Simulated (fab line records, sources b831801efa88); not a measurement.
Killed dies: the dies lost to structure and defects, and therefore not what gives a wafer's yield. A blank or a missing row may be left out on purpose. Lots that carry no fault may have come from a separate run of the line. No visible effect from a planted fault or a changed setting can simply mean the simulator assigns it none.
One fault seen from 2 desks ; flow gf180mcu ; each desk has only its own numbers; what lay behind them comes last

== AT THE TOOL OWNER'S DESK: pvd sputter-02 ==
The tool's own readings at GF_SALICIDE_SPUTTER_02 (material Co, target thk 10 nm, time 20 s): means of the sampled wafers that have a number, for each lot that ran on this tool. If a lot's mean is further than 4 standard deviations from the usual mean, the lot is out of limits and carries the mark OUT (the distance appears in the brackets).
Columns: A = cathode dc power W at GF_SALICIDE_SPUTTER_02, usual 999.99 W; B = chamber pressure pa at GF_SALICIDE_SPUTTER_02, usual 0.4000 Pa; C = throttle valve pct at GF_SALICIDE_SPUTTER_02, usual 29.6 %
lot;first seen here;A;B;C
L626;day 16 12:08;1000.17;0.4001;29.1
L627;day 17 00:47;1000.06;0.3998;29.1
L629;day 17 20:44;999.91;0.3999;28.3
L639;day 21 04:32;999.99;0.3994;30.4
This desk found nothing out of limits on any of the 4 lots.

== METROLOGY DESK ==
What the gauges read, lot by lot, whatever tool the lot ran on: means of the sampled wafers that have a number. If a lot's mean is further than 4 standard deviations from the usual mean, the lot is out of limits and carries the mark OUT (the distance appears in the brackets).
Columns: A = NSD_OVL at GF_NSD_OVL_MEAS_08, usual 0.5 nm; B = NSD_TW at GF_NSD_TW_MEAS_12, usual 4260; C = cd nm at GF_SAB_CD_MEAS_09, usual 420.2 nm; D = SALICIDE_TIN_RS at GF_SALICIDE_RS_MEAS_04, usual 16.4 ohm/sq
lot;first seen here;A;B;C;D
L624;day 14 01:45;-0.4;4287;420.8;16.3
L626;day 14 15:12;-0.8;4275;421.6;16.6
L627;day 15 03:21;0.3;4264;422.2;16.1
L629;day 15 21:23;0.9;4289;421.8;16.4
L630;day 15 23:32;2.6;4218;417.7;57.5 (+99 or more) OUT
L631;day 16 09:44;0.4;4258;418.5;57.7 (+99 or more) OUT
L637;day 18 09:11;1.0;4297;420.5;16.5
L638;day 18 17:23;2.0;4296;420.9;16.6
L639;day 19 02:03;-1.5;4303;420.7;16.4
L640;day 19 10:35;-0.4;4305;421.9;16.0
L641;day 19 17:29;-0.7;4199;420.6;16.8
L642;day 20 03:35;-0.6;4293;421.9;16.5
L643;day 20 10:23;2.0;4190;418.6;16.3
L646;day 21 11:59;1.9;4200;421.6;16.4
Finding of this desk: L630, L631 out of limits, first seen on L630 at day 17 22:35 (SALICIDE_TIN_RS at GF_SALICIDE_RS_MEAS_04). L624, L626, L627, L629, L637, L638, L639, L640, L641, L642, L643, L646: within limits.

== PUT TOGETHER ==
On L630, L631, the metrology desk was in a position to raise an alarm at day 17 22:35.
The tool owner's desk saw nothing out of limits.
The tool owner's desk has no number on record for L630, L631.
Every lot named ran GF_SALICIDE_SPUTTER_02 on pvd sputter-02.

== WHAT THE SIMULATOR HAD INSERTED ==
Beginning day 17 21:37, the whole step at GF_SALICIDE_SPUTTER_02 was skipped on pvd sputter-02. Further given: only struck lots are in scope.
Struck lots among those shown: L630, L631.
Hours from the fault's start to each desk's first reading out of limits: the metrology desk, 1.
